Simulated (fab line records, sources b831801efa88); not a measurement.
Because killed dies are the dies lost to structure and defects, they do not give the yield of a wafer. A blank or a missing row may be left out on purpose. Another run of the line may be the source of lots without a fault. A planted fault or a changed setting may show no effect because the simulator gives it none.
A lot that was struck, set against a sound lot    flow sky130    26 steps out of a route of 708
Sound: these wafers, L691.1, L691.5, L691.6. Struck: wafers L701.1, L701.2, L701.4. The cause comes at the end.
Order at every step that has rows: each side's tool, ch and its chambers, its first start. Under that, the readings that differ: sound wafers    struck wafers    difference of the means    sigmas: that difference in standard deviations of wafers without a fault.
alike: words and numbers the same on both sides, and readings whose means are apart by under 2 such deviations; not compared: readings that were withheld, readings missing a value for some wafer, numbers with overlapping values and no deviation given by the record, and bounds like >300 which may hide the same value.
Wherever a step has rows on one side only, a row that says differs or no value, or a row with sigmas, the two part there. Numbers that don't overlap but have no deviation are shown without sigmas and don't part them. Lack of a reading on every wafer of one side parts them only where that side has two or more wafers.

SKY_VT_ADJUST_NCORE_STRIP_10: strips in O2/N2.
  sound on plasma_asher-02 ch 0,1, day 10 06:37; struck on plasma_asher-03 ch 0,1, day 12 18:14
reading                sound              struck             difference  sigmas
oes_product_au (a.u.)  0.709 0.712 0.706  0.722 0.710 0.721  +0.009      +2
  alike: chamber_pressure_mTorr, drypump_motor_current_A, strip_time_to_endpoint_s
  not compared: rf_hours_counter_h
SKY_VT_ADJUST_NCORE_TW_MEAS_11:
  struck on film_metro-04, day 12 18:20; sound on film_metro-02, day 10 06:43
  alike: VT_ADJUST_NCORE_TW
then, 7 steps without rows for these wafers: SKY_VT_ADJUST_HVTR_DEHYDRATE_00 (time 60 s); SKY_VT_ADJUST_HVTR_HMDS_01 (prime time 60 s); SKY_VT_ADJUST_HVTR_COAT_02 (resist thk 1156 nm); SKY_VT_ADJUST_HVTR_SOFTBAKE_03 (time 60 s); SKY_VT_ADJUST_HVTR_EXPOSE_04 (exposes mask HVTRM, target cd 380 nm); SKY_VT_ADJUST_HVTR_PEB_05; SKY_VT_ADJUST_HVTR_DEVELOP_06 (develop time 60 s).
SKY_VT_ADJUST_HVTR_CD_MEAS_07: target cd 380 nm.
  struck on cd_sem-02, day 13 19:23; sound on cd_sem-01, day 11 05:19
  alike: cd_nm
SKY_VT_ADJUST_HVTR_OVL_MEAS_08:
  struck on overlay-02, day 13 19:30; sound on overlay-01, day 11 05:26
  alike: VT_ADJUST_HVTR_OVL
following that, these wafers have no rows for 1 step: SKY_VT_ADJUST_HVTR_IMPLANT_09.
SKY_VT_ADJUST_HVTR_STRIP_10: strips in O2/N2.
  sound on plasma_asher-01 ch 0,1, day 11 05:37; struck on plasma_asher-01 ch 0,1, day 13 19:41
  no value came back on the struck wafers for any of 5 readings (chamber_pressure_mTorr (mTorr), drypump_motor_current_A (A) and others); on the sound wafers chamber_pressure_mTorr (mTorr) reads 1499.0 1497.7 1498.5
reading                                              sound  struck          difference  sigmas
model.NOVOLAK_of_VT_ADJUST_HVTR_COAT_02.thk_nm (nm)  0 0 0  1163 1166 1164  +1164       
  not compared: rf_hours_counter_h
SKY_VT_ADJUST_HVTR_TW_MEAS_11:
  struck on film_metro-01, day 13 19:47; sound on film_metro-03, day 11 05:47
  alike: VT_ADJUST_HVTR_TW
then, 7 steps without rows for these wafers: SKY_VT_ADJUST_PCH_DEHYDRATE_00 (time 60 s); SKY_VT_ADJUST_PCH_HMDS_01 (prime time 60 s); SKY_VT_ADJUST_PCH_COAT_02 (resist thk 3000 nm); SKY_VT_ADJUST_PCH_SOFTBAKE_03; SKY_VT_ADJUST_PCH_EXPOSE_04 (exposes mask NWM, target cd 840 nm); SKY_VT_ADJUST_PCH_PEB_05; SKY_VT_ADJUST_PCH_DEVELOP_06 (develop time 60 s).
SKY_VT_ADJUST_PCH_OVL_MEAS_07:
  struck on overlay-01, day 14 21:50; sound on overlay-02, day 12 05:13
  alike: VT_ADJUST_PCH_OVL
following that, these wafers have no rows for 1 step: SKY_VT_ADJUST_PCH_IMPLANT_08.
SKY_VT_ADJUST_PCH_STRIP_09: strips in O2/N2.
  sound on plasma_asher-01 ch 0,1, day 12 05:24; struck on plasma_asher-02 ch 0,1, day 14 22:01
reading                       sound              struck             difference  sigmas
oes_product_au (a.u.)         0.718 0.726 0.718  0.738 0.727 0.727  +0.010      +2
strip_time_to_endpoint_s (s)  36.96 37.00 36.91  54.09 54.13 54.15  +17.17      +99 or more
  alike: chamber_pressure_mTorr, drypump_motor_current_A
  not compared: rf_hours_counter_h
SKY_VT_ADJUST_PCH_TW_MEAS_10:
  struck on film_metro-04, day 14 22:07; sound on film_metro-01, day 12 05:30
reading           sound              struck          difference  sigmas
VT_ADJUST_PCH_TW  142.1 142.3 141.1  30.0 29.8 30.0  -111.9      -99 or more
then, 1 step without rows for these wafers: SKY_SONOS_TUNNEL_DEHYDRATE_00 (time 60 s).

## WHERE THEY PART
First at SKY_VT_ADJUST_NCORE_STRIP_10; last, within this record, at SKY_VT_ADJUST_PCH_TW_MEAS_10.

WHY: the cause the simulator had injected
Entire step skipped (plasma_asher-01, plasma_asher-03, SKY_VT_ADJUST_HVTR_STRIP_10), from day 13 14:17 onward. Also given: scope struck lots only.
